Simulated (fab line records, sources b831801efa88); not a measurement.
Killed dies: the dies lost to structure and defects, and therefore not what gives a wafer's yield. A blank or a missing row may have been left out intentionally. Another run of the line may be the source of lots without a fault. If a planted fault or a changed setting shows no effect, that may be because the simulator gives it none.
fab line records + flow sky130
[record]
- lots = 11
- wafers = 33
- last_day = 50
route steps=708 shown VT_ADJUST_HVTR@139 VT_ADJUST_PCH@153 POLY_GATE@204 PAD_OPEN@708
lots that met no fault: taken from a fault-free run of the same line
start_h: start of the lot's first displayed wafer, in hours after the record's first day + wait_h: hours elapsed since this lot's preceding step + " unchanged from the row above + L1.1+2: a row that stands for several wafers + - either no value or no given start + * or withheld: withheld + < > ~ a bound
route shown NAME@n: names a module that has steps shown in the file, with the first one's number in the route + usual: average and standard deviation across the fault-free wafers + same: alike in all rows + chamber/n: place in a boat + sites: readings site by site + _std_site: the values' standard deviation + _edge_site: outer sites' mean less inner sites' + radius_mm: how far each site lies from the wafer's centre + mask NAME#n: copy n + behind: tool/chamber where the wafer was last shaped + hold: cause of the lot's hold/its duration in hours/its outcome + device: the n, p or np transistor that did not switch + end of line: the route-end tests of the same wafers + a step without rows: its recipe alone + killed: not the wafer's yield, but the dies lost to structure and defects at the first sort + map: dies across one wafer; x = killed, . = not, _ = none there
set.NAME: the setting as run; set.NAME@STEP: as run at that earlier step + model.NAME: the simulator's own value behind a step, which no gauge read
the route's steps for a sample of lots (tables are steps, rows are wafers)
services: when a tool's chamber went out of use (start_h, in hours from the record's first day, below 0 if earlier), for how many hours, and the reason
[[steps]]
[step SKY_VT_ADJUST_HVTR_OVL_MEAS_08]
[usual]
- VT_ADJUST_HVTR_OVL = -0.2/1.3
| lot.wafer | tool       | chamber | start_h | wait_h | VT_ADJUST_HVTR_OVL[nm] |
|-----------|------------|---------|---------|--------|------------------------|
| L105.3    | overlay-01 | -       | 203.83  | 0.1    | -3.8                   |
| L105.4    | "          | -       | "       | "      | -1.9                   |
| L105.6    | "          | -       | "       | "      | -3.2                   |
| L109.1    | overlay-01 | -       | 233.82  | 0.1    | 0.5                    |
| L109.3    | "          | -       | "       | "      | -0.7                   |
| L109.4    | "          | -       | "       | "      | 0.6                    |
| L110.1    | overlay-02 | -       | 243.47  | 0.1    | 0.0                    |
| L110.5    | "          | -       | "       | "      | -0.9                   |
| L110.6    | "          | -       | "       | "      | -0.5                   |
| L111.2    | overlay-02 | -       | 249.78  | 0.1    | -0.5                   |
| L111.3    | "          | -       | "       | "      | 0.3                    |
| L111.5    | "          | -       | "       | "      | -0.8                   |
| L112.2    | overlay-02 | -       | 259.28  | 0.1    | -1.4                   |
| L112.4    | "          | -       | "       | "      | -3.5                   |
| L112.5    | "          | -       | "       | "      | -1.3                   |
| L120.3    | overlay-02 | -       | 314.28  | 0.1    | -0.7                   |
| L120.5    | "          | -       | "       | "      | 0.6                    |
| L120.6    | "          | -       | "       | "      | -2.1                   |
| L121.1    | overlay-01 | -       | 318.82  | 0.1    | 0.0                    |
| L121.4    | "          | -       | "       | "      | 0.0                    |
| L121.5    | "          | -       | "       | "      | -0.9                   |
| L122.1    | overlay-01 | -       | 339.07  | 0.1    | 1.2                    |
| L122.2    | "          | -       | "       | "      | 0.0                    |
| L122.4    | "          | -       | "       | "      | 2.4                    |
| L123.2    | overlay-01 | -       | 339.50  | 0.1    | -1.2                   |
| L123.4    | "          | -       | "       | "      | -0.3                   |
| L123.6    | "          | -       | "       | "      | 0.3                    |
| L126.1    | overlay-02 | -       | 355.22  | 0.1    | -0.8                   |
| L126.4    | "          | -       | "       | "      | 1.5                    |
| L126.6    | "          | -       | "       | "      | -0.6                   |
| L127.1    | overlay-02 | -       | 364.82  | 0.1    | 0.2                    |
| L127.2    | "          | -       | "       | "      | 1.6                    |
| L127.3    | "          | -       | "       | "      | 1.7                    |
[step SKY_VT_ADJUST_PCH_TW_MEAS_10]
[usual]
- VT_ADJUST_PCH_TW = 142.7/1.4
| lot.wafer | tool          | chamber | start_h | wait_h | VT_ADJUST_PCH_TW |
|-----------|---------------|---------|---------|--------|------------------|
| L105.3    | film_metro-03 | -       | 226.80  | 0.1    | 144.3            |
| L105.4    | "             | -       | "       | "      | 143.9            |
| L105.6    | "             | -       | "       | "      | 143.5            |
| L109.1    | film_metro-03 | -       | 258.01  | 0.1    | 142.7            |
| L109.3    | "             | -       | "       | "      | 143.3            |
| L109.4    | "             | -       | "       | "      | 143.1            |
| L110.1    | film_metro-03 | -       | 267.48  | 0.1    | 143.6            |
| L110.5    | "             | -       | "       | "      | 143.5            |
| L110.6    | "             | -       | "       | "      | 143.7            |
| L111.2    | film_metro-04 | -       | 274.44  | 0.1    | 142.8            |
| L111.3    | "             | -       | "       | "      | 143.7            |
| L111.5    | "             | -       | "       | "      | 143.6            |
| L112.2    | film_metro-04 | -       | 283.65  | 0.1    | 143.5            |
| L112.4    | "             | -       | "       | "      | 142.6            |
| L112.5    | "             | -       | "       | "      | 143.3            |
| L120.3    | film_metro-03 | -       | 342.00  | 0.1    | 143.8            |
| L120.5    | "             | -       | "       | "      | 144.0            |
| L120.6    | "             | -       | "       | "      | 144.1            |
| L121.1    | film_metro-03 | -       | 346.04  | 0.1    | 143.5            |
| L121.4    | "             | -       | "       | "      | 143.5            |
| L121.5    | "             | -       | "       | "      | 144.3            |
| L122.1    | film_metro-03 | -       | 366.76  | 0.1    | 144.4            |
| L122.2    | "             | -       | "       | "      | 145.3            |
| L122.4    | "             | -       | "       | "      | 144.8            |
| L123.2    | film_metro-04 | -       | 367.47  | 0.1    | 141.9            |
| L123.4    | "             | -       | "       | "      | 142.8            |
| L123.6    | "             | -       | "       | "      | 142.0            |
| L126.1    | film_metro-02 | -       | 383.39  | 0.1    | 144.0            |
| L126.4    | "             | -       | "       | "      | 144.1            |
| L126.6    | "             | -       | "       | "      | 143.3            |
| L127.1    | film_metro-02 | -       | 392.48  | 0.1    | 142.0            |
| L127.2    | "             | -       | "       | "      | 142.9            |
| L127.3    | "             | -       | "       | "      | 142.6            |
[step SKY_POLY_GATE_CVD_00]
[recipe]
- material = poly-Si
- target_thk_nm = 180
- temp_c = 620
- time_s = 720
- pressure_mtorr = 200
[usual]
- spike_tc_centre_C = 619.4/1.1
- spike_tc_top_C = 640.7/2.4
- spike_tc_upper_C = 618.7/1.2
- zone_power_centre_pct = 8.8/0.95
- zone_power_lower_pct = 8.62/0.25
- zone_power_top_pct = 18.1/0.59
- zone_power_upper_pct = 8.1/0.78
| lot.wafer | tool     | chamber | start_h | wait_h | spike_tc_centre_C | spike_tc_top_C | spike_tc_upper_C | zone_power_centre_pct | zone_power_lower_pct | zone_power_top_pct | zone_power_upper_pct |
|-----------|----------|---------|---------|--------|-------------------|----------------|------------------|-----------------------|----------------------|--------------------|----------------------|
| L105.3    | lpcvd-01 | 1       | 308.35  | 0.0    | 619.9             | 638.5          | 618.8            | 8.0                   | 8.29                 | 18.4               | 7.3                  |
| L105.4    | "        | 1       | "       | "      | 618.9             | 637.1          | 619.2            | 7.9                   | 8.37                 | 18.3               | 7.3                  |
| L105.6    | "        | 1       | "       | "      | 620.2             | 639.3          | 618.8            | 8.0                   | 8.30                 | 18.5               | 7.4                  |
| L109.1    | lpcvd-01 | 1       | 345.14  | 0.0    | 618.6             | 637.5          | 620.0            | 8.1                   | 8.54                 | 18.3               | 7.3                  |
| L109.3    | "        | 1       | "       | "      | 620.9             | 639.9          | 618.4            | 7.8                   | 8.40                 | 18.6               | 7.5                  |
| L109.4    | "        | 1       | "       | "      | 619.7             | 636.1          | 619.2            | 7.9                   | 8.50                 | 18.8               | 7.4                  |
| L110.1    | lpcvd-01 | 1       | 356.12  | 0.0    | 624.8             | 649.5          | 568.6            | 11.7                  | 8.03                 | 23.5               | 0.0                  |
| L110.5    | "        | 1       | "       | "      | 624.8             | 647.6          | 571.9            | 11.6                  | 8.01                 | 23.9               | 0.0                  |
| L110.6    | "        | 1       | "       | "      | 627.0             | 645.7          | 570.1            | 11.4                  | 7.85                 | 23.4               | 0.0                  |
| L111.2    | lpcvd-01 | 1       | 360.41  | 0.0    | 625.1             | 645.6          | 570.7            | 11.5                  | 8.00                 | 23.8               | 0.0                  |
| L111.3    | "        | 1       | "       | "      | 623.9             | 648.8          | 571.5            | 11.4                  | 7.96                 | 23.7               | 0.0                  |
| L111.5    | "        | 1       | "       | "      | 625.5             | 647.5          | 570.3            | 11.5                  | 7.97                 | 23.6               | 0.0                  |
| L112.2    | lpcvd-01 | 1       | 377.71  | 5.4    | 625.3             | 645.0          | 570.4            | 11.6                  | 7.91                 | 24.2               | 0.0                  |
| L112.4    | "        | 1       | "       | "      | 625.4             | 647.0          | 572.1            | 11.5                  | 7.94                 | 23.9               | 0.0                  |
| L112.5    | "        | 1       | "       | "      | 626.5             | 647.3          | 570.8            | 11.5                  | 7.95                 | 23.8               | 0.0                  |
| L120.3    | lpcvd-01 | 0       | 438.66  | 0.0    | 618.8             | 642.4          | 616.9            | 9.9                   | 8.96                 | 17.5               | 8.8                  |
| L120.5    | "        | 0       | "       | "      | 619.6             | 642.2          | 617.5            | 9.9                   | 8.90                 | 17.5               | 8.9                  |
| L120.6    | "        | 0       | "       | "      | 618.3             | 642.0          | 617.8            | 9.8                   | 8.88                 | 17.6               | 9.1                  |
| L121.1    | lpcvd-01 | 1       | 445.04  | 0.0    | 619.4             | 640.3          | 617.4            | 8.0                   | 8.44                 | 18.9               | 7.4                  |
| L121.4    | "        | 1       | "       | "      | 618.6             | 639.4          | 621.7            | 7.9                   | 8.35                 | 18.4               | 7.4                  |
| L121.5    | "        | 1       | "       | "      | 619.1             | 638.2          | 618.5            | 7.9                   | 8.44                 | 18.6               | 7.6                  |
| L122.1    | lpcvd-01 | 1       | 463.63  | 0.0    | 618.9             | 638.3          | 619.2            | 7.9                   | 8.46                 | 18.5               | 7.5                  |
| L122.2    | "        | 1       | "       | "      | 619.5             | 637.8          | 620.3            | 8.0                   | 8.38                 | 18.6               | 7.4                  |
| L122.4    | "        | 1       | "       | "      | 617.4             | 636.8          | 619.0            | 8.1                   | 8.58                 | 18.9               | 7.4                  |
| L123.2    | lpcvd-01 | 0       | 466.57  | 0.0    | 620.0             | 643.0          | 618.0            | 9.8                   | 8.93                 | 17.5               | 9.1                  |
| L123.4    | "        | 0       | "       | "      | 619.7             | 642.1          | 619.2            | 9.8                   | 8.87                 | 17.6               | 8.9                  |
| L123.6    | "        | 0       | "       | "      | 618.7             | 642.9          | 617.5            | 9.9                   | 8.79                 | 17.3               | 8.9                  |
| L126.1    | lpcvd-01 | 1       | 483.10  | 0.0    | 619.3             | 638.6          | 620.3            | 8.0                   | 8.40                 | 18.5               | 7.4                  |
| L126.4    | "        | 1       | "       | "      | 617.9             | 639.5          | 617.8            | 7.9                   | 8.42                 | 18.5               | 7.6                  |
| L126.6    | "        | 1       | "       | "      | 620.2             | 637.8          | 619.9            | 7.8                   | 8.45                 | 18.7               | 7.4                  |
| L127.1    | lpcvd-01 | 1       | 492.28  | 0.0    | 620.1             | 637.8          | 618.4            | 8.0                   | 8.37                 | 18.6               | 7.3                  |
| L127.2    | "        | 1       | "       | "      | 618.3             | 637.6          | 620.4            | 7.9                   | 8.32                 | 18.7               | 7.6                  |
| L127.3    | "        | 1       | "       | "      | 619.7             | 639.3          | 620.3            | 7.9                   | 8.44                 | 18.9               | 7.5                  |
[step SKY_POLY_GATE_THK_MEAS_01]
[recipe]
- reads = poly-Si_of_POLY_GATE_CVD_00
[usual]
- POLY_GATE_CVD_00_THK = 181.1/2.1
| lot.wafer | tool          | chamber | start_h | wait_h | POLY_GATE_CVD_00_THK[nm] |
|-----------|---------------|---------|---------|--------|--------------------------|
| L105.3    | film_metro-04 | -       | 309.57  | 0.0    | 179.9                    |
| L105.4    | "             | -       | "       | "      | 181.7                    |
| L105.6    | "             | -       | "       | "      | 180.1                    |
| L109.1    | film_metro-03 | -       | 346.34  | 0.0    | 179.2                    |
| L109.3    | "             | -       | "       | "      | 178.7                    |
| L109.4    | "             | -       | "       | "      | 179.0                    |
| L110.1    | film_metro-02 | -       | 357.32  | 0.0    | 123.6                    |
| L110.5    | "             | -       | "       | "      | 115.7                    |
| L110.6    | "             | -       | "       | "      | 119.4                    |
| L111.2    | film_metro-03 | -       | 361.62  | 0.0    | 162.5                    |
| L111.3    | "             | -       | "       | "      | 154.5                    |
| L111.5    | "             | -       | "       | "      | 135.9                    |
| L112.2    | film_metro-02 | -       | 378.92  | 0.0    | 115.1                    |
| L112.4    | "             | -       | "       | "      | 109.9                    |
| L112.5    | "             | -       | "       | "      | 110.2                    |
| L120.3    | film_metro-04 | -       | 439.88  | 0.0    | 180.7                    |
| L120.5    | "             | -       | "       | "      | 181.9                    |
| L120.6    | "             | -       | "       | "      | 180.9                    |
| L121.1    | film_metro-02 | -       | 446.24  | 0.0    | 184.5                    |
| L121.4    | "             | -       | "       | "      | 184.3                    |
| L121.5    | "             | -       | "       | "      | 183.6                    |
| L122.1    | film_metro-04 | -       | 464.83  | 0.0    | 183.8                    |
| L122.2    | "             | -       | "       | "      | 185.1                    |
| L122.4    | "             | -       | "       | "      | 184.7                    |
| L123.2    | film_metro-04 | -       | 467.78  | 0.0    | 185.2                    |
| L123.4    | "             | -       | "       | "      | 183.6                    |
| L123.6    | "             | -       | "       | "      | 184.0                    |
| L126.1    | film_metro-03 | -       | 484.30  | 0.0    | 182.5                    |
| L126.4    | "             | -       | "       | "      | 182.9                    |
| L126.6    | "             | -       | "       | "      | 181.6                    |
| L127.1    | film_metro-03 | -       | 493.48  | 0.0    | 181.0                    |
| L127.2    | "             | -       | "       | "      | 179.7                    |
| L127.3    | "             | -       | "       | "      | 180.6                    |
[step SKY_POLY_GATE_THK_MEAS_04]
[recipe]
- reads = Si3N4_of_POLY_GATE_CVD_03
[usual]
- POLY_GATE_CVD_03_THK = 75.1/0.66
| lot.wafer | tool          | chamber | start_h | wait_h | POLY_GATE_CVD_03_THK[nm] |
|-----------|---------------|---------|---------|--------|--------------------------|
| L105.3    | film_metro-03 | -       | 337.52  | 0.0    | 74.4                     |
| L105.4    | "             | -       | "       | "      | 74.7                     |
| L105.6    | "             | -       | "       | "      | 75.3                     |
| L109.1    | film_metro-04 | -       | 377.58  | 0.0    | 75.3                     |
| L109.3    | "             | -       | "       | "      | 75.1                     |
| L109.4    | "             | -       | "       | "      | 74.9                     |
| L110.1    | film_metro-04 | -       | 386.50  | 0.0    | 74.8                     |
| L110.5    | "             | -       | "       | "      | 75.5                     |
| L110.6    | "             | -       | "       | "      | 75.5                     |
| L111.2    | film_metro-02 | -       | 390.13  | 0.0    | 74.8                     |
| L111.3    | "             | -       | "       | "      | 74.7                     |
| L111.5    | "             | -       | "       | "      | 74.6                     |
| L112.2    | film_metro-04 | -       | 411.31  | 0.0    | 75.1                     |
| L112.4    | "             | -       | "       | "      | 74.8                     |
| L112.5    | "             | -       | "       | "      | 74.7                     |
| L120.3    | film_metro-03 | -       | 472.55  | 0.0    | 74.0                     |
| L120.5    | "             | -       | "       | "      | 74.6                     |
| L120.6    | "             | -       | "       | "      | 74.8                     |
| L121.1    | film_metro-02 | -       | 480.67  | 0.0    | 75.0                     |
| L121.4    | "             | -       | "       | "      | 75.5                     |
| L121.5    | "             | -       | "       | "      | 75.5                     |
| L122.1    | film_metro-02 | -       | 497.00  | 0.0    | 74.5                     |
| L122.2    | "             | -       | "       | "      | 74.7                     |
| L122.4    | "             | -       | "       | "      | 75.2                     |
| L123.2    | film_metro-02 | -       | 499.72  | 0.0    | 75.9                     |
| L123.4    | "             | -       | "       | "      | 75.7                     |
| L123.6    | "             | -       | "       | "      | 76.0                     |
| L126.1    | film_metro-03 | -       | 516.82  | 0.0    | 75.8                     |
| L126.4    | "             | -       | "       | "      | 75.6                     |
| L126.6    | "             | -       | "       | "      | 76.0                     |
| L127.1    | film_metro-02 | -       | 525.51  | 0.0    | 74.1                     |
| L127.2    | "             | -       | "       | "      | 74.1                     |
| L127.3    | "             | -       | "       | "      | 74.4                     |
[step SKY_POLY_GATE_ETCH_17]
[recipe]
- target_depth_nm = 180
- stop_on = SiO2
- over_etch_frac = 0.56667
- chemistry = HBr/Cl2
- target = poly-Si
- icp_w = 400
- bias_w = 100
- pressure_mtorr = 10
- HBr_flow_sccm = 150
- Cl2_flow_sccm = 50
- time_s = 70.5
[usual]
- drypump_motor_current_A = 5.7/0.64
- oes_product_au = 0.988/0.0077
- rf_fwd_power_W = 396.6/1.4
- throttle_valve_pct = 33.684/0.0094
[same]
- over_etch_frac = 0.56667
| lot.wafer | tool      | chamber | start_h | wait_h | drypump_motor_current_A | oes_product_au | rf_fwd_power_W | rf_hours_counter_h | throttle_valve_pct |
|-----------|-----------|---------|---------|--------|-------------------------|----------------|----------------|--------------------|--------------------|
| L105.3    | rie_si-02 | 3       | 365.33  | 0.0    | 5.6                     | 0.977          | 396.8          | 73                 | 33.701             |
| L105.4    | "         | 2       | "       | "      | 4.8                     | 0.999          | 397.0          | 8                  | 33.688             |
| L105.6    | "         | 3       | "       | "      | 5.6                     | 0.994          | 397.3          | -                  | 33.672             |
| L109.1    | rie_si-02 | 1       | 406.93  | 0.0    | 5.9                     | 0.989          | 395.7          | 23                 | 33.683             |
| L109.3    | "         | 3       | "       | "      | 5.5                     | 0.992          | 395.8          | 73                 | 33.692             |
| L109.4    | "         | 2       | "       | "      | 4.8                     | 0.981          | 398.2          | 9                  | 33.687             |
| L110.1    | rie_si-01 | 1       | 416.13  | 0.0    | 6.5                     | 0.764          | 399.3          | 1                  | 33.681             |
| L110.5    | "         | 2       | "       | "      | 4.9                     | 0.734          | 393.9          | -                  | 33.693             |
| L110.6    | "         | 3       | "       | "      | 6.1                     | 0.747          | 397.7          | -                  | 33.690             |
| L111.2    | rie_si-02 | 1       | 419.53  | 0.0    | 5.9                     | 0.928          | 395.0          | 23                 | 33.694             |
| L111.3    | "         | 0       | "       | "      | 6.7                     | 0.900          | 398.8          | 2                  | 33.679             |
| L111.5    | "         | 1       | "       | "      | 5.9                     | 0.812          | 395.2          | -                  | 33.684             |
| L112.2    | rie_si-02 | 3       | 441.43  | 0.0    | 5.6                     | 0.731          | 396.1          | 0                  | 33.665             |
| L112.4    | "         | 0       | "       | "      | 6.6                     | 0.712          | 397.6          | 2                  | 33.670             |
| L112.5    | "         | 1       | "       | "      | 5.9                     | 0.715          | 394.8          | -                  | 33.691             |
| L120.3    | rie_si-01 | 1       | 503.86  | 0.0    | 6.6                     | 0.981          | 398.8          | 1                  | 33.687             |
| L120.5    | "         | 0       | "       | "      | 5.9                     | 0.999          | 398.6          | -                  | 33.686             |
| L120.6    | "         | 1       | "       | "      | 6.6                     | 0.974          | 397.6          | -                  | 33.654             |
| L121.1    | rie_si-02 | 3       | 512.03  | 0.0    | 5.6                     | 0.984          | 395.6          | 0                  | 33.677             |
| L121.4    | "         | 1       | "       | "      | 5.9                     | 0.991          | 395.0          | 23                 | 33.668             |
| L121.5    | "         | 2       | "       | "      | 4.8                     | 0.989          | 396.6          | -                  | 33.686             |
| L122.1    | rie_si-01 | 1       | 530.63  | 0.0    | 6.6                     | 0.982          | 396.6          | 2                  | 33.676             |
| L122.2    | "         | 2       | "       | "      | 4.9                     | 0.988          | 395.4          | 13                 | 33.695             |
| L122.4    | "         | 3       | "       | "      | 6.1                     | 0.990          | 398.2          | 5                  | 33.689             |
| L123.2    | rie_si-02 | 1       | 530.68  | 0.0    | 5.9                     | 0.997          | 397.6          | 24                 | 33.661             |
| L123.4    | "         | 0       | "       | "      | 6.6                     | 0.980          | 397.5          | 2                  | 33.683             |
| L123.6    | "         | 3       | "       | "      | 5.5                     | 0.997          | 397.5          | -                  | 33.667             |
| L126.1    | rie_si-01 | 0       | 547.36  | 0.0    | 6.0                     | 0.993          | 397.8          | 1                  | 33.679             |
| L126.4    | "         | 3       | "       | "      | 6.1                     | 0.978          | 397.3          | 5                  | 33.678             |
| L126.6    | "         | 3       | "       | "      | 6.1                     | 0.989          | 397.1          | -                  | 33.682             |
| L127.1    | rie_si-02 | 1       | 555.38  | 0.0    | 5.9                     | 0.992          | 396.5          | 24                 | 33.680             |
| L127.2    | "         | 3       | "       | "      | 5.6                     | 0.988          | 398.9          | 1                  | 33.687             |
| L127.3    | "         | 0       | "       | "      | 6.6                     | 0.980          | 395.8          | 2                  | 33.688             |
[step SKY_PAD_OPEN_PROBE_99]
[usual]
- killed_at_M0_to_M3 = 44/6.6
- killed_at_M4_up = 3.4/1.9
- killed_at_contacts = 25/5.6
- killed_at_front_end = 15/4.6
- killed_at_other = 0.3/0.6
- killed_dies = 88/9.5
- killed_open = 47/7.1
- killed_short = 40/6.4
[same]
- gross_dies = 492
- killed_at_back_side = 0
| lot.wafer | tool      | chamber | start_h | wait_h | killed_at_M0_to_M3 | killed_at_M4_up | killed_at_contacts | killed_at_front_end | killed_at_other | killed_dies | killed_open | killed_short |
|-----------|-----------|---------|---------|--------|--------------------|-----------------|--------------------|---------------------|-----------------|-------------|-------------|--------------|
| L120.3    | prober-01 | -       | 1158.77 | 0.2    | 34                 | 5               | 29                 | 13                  | 1               | 82          | 46          | 36           |
| L120.5    | prober-01 | -       | 1158.87 | 0.2    | 39                 | 1               | 29                 | 21                  | 0               | 90          | 46          | 44           |
| L120.6    | prober-01 | -       | 1158.92 | 0.2    | 38                 | 1               | 14                 | 20                  | 0               | 73          | 36          | 37           |
// killed by level:class
L120.3 CONTACT:geometric_particle:open=14 CONTACT:geometric_particle:short=10 VIA2:geometric_particle:open=7 METAL2:geometric_particle:short=5 VIA1:geometric_particle:open=5 VIA3:geometric_particle:open=5 METAL4:geometric_particle:short=4 FIELD_ISO:geometric_particle:open=3
L120.5 CONTACT:geometric_particle:open=12 VIA3:geometric_particle:open=7 LI_CONTACT:geometric_particle:open=6 METAL1:geometric_particle:short=6 POLY_GATE:geometric_particle:open=5 VIA1:geometric_particle:open=5 VIA3:geometric_particle:short=5 FIELD_ISO:geometric_particle:short=4
L120.6 FIELD_ISO:geometric_particle:short=7 POLY_GATE:geometric_particle:short=7 METAL1:geometric_particle:short=7 VIA2:geometric_particle:open=7 VIA1:geometric_particle:open=6 FIELD_ISO:geometric_particle:open=5 CONTACT:geometric_particle:open=5 VIA3:geometric_particle:open=5
[[services]]
| tool      | chamber | start_h | hours | kind           |
|-----------|---------|---------|-------|----------------|
| rie_si-02 | -       | 362.09  | 0.7   | repair         |
| lpcvd-01  | -       | 371.71  | 6.0   | pm             |
| rie_si-01 | -       | 385.28  | 14.6  | pm             |
| rie_si-02 | -       | 400.57  | 0.6   | repair         |
| rie_si-01 | 0       | 412.18  | -     | clean          |
| rie_si-01 | 0       | 412.18  | 15.8  | scheduled_down |
| rie_si-01 | 0       | 412.18  | 15.8  | vent_cycle     |
| rie_si-02 | 3       | 422.07  | -     | clean          |
| rie_si-02 | 3       | 422.07  | 17.6  | scheduled_down |
| rie_si-02 | 3       | 422.07  | 17.6  | vent_cycle     |
| lpcvd-01  | -       | 531.22  | 2.8   | pm             |
[[key]]
[first_sign]
- step = SKY_POLY_GATE_CVD_00
- reading = spike_tc_upper_C
- direction = down
- sigmas = 39
- usual = 618.7
- struck = 570.7
[effect]
- step = SKY_POLY_GATE_CVD_00
- reading = zone_power_upper_pct
- direction = down
- sigmas = 10
- usual = 8.1
- struck = 0.0
[effect]
- step = SKY_POLY_GATE_THK_MEAS_01
- reading = POLY_GATE_CVD_00_THK
- direction = down
- sigmas = 25
- usual = 181.1
- struck = 127.4
[effect]
- step = SKY_POLY_GATE_ETCH_17
- reading = oes_product_au
- direction = down
- sigmas = 27
- usual = 0.988
- struck = 0.783
met_at SKY_POLY_GATE_CVD_00
struck_lots L110,L111,L112
struck_wafers L110.1,L110.5,L110.6,L111.2,L111.3,L111.5,L112.2,L112.4,L112.5
tester_left_out L110,L111,L112
not_acting_at SKY_VT_ADJUST_HVTR_OVL_MEAS_08,SKY_VT_ADJUST_PCH_TW_MEAS_10,SKY_POLY_GATE_THK_MEAS_04
onset_between 345.14 356.12
[fault]
- kind = process_parameter_drift
- tool = lpcvd-01
- chamber = 1
- onset_h = 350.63
- steps = SKY_POLY_GATE_CVD_00
- channel = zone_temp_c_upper
- offset = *
- shape = step
- end_h = 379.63
// tester_left_out: of these lots the tester's yield and bins aren't shown, on N5 and GAA mostly nor the transistor test; their killed dies are dies lost to structure and defects alone, not to doping, threshold or leakage, so they don't give the yield
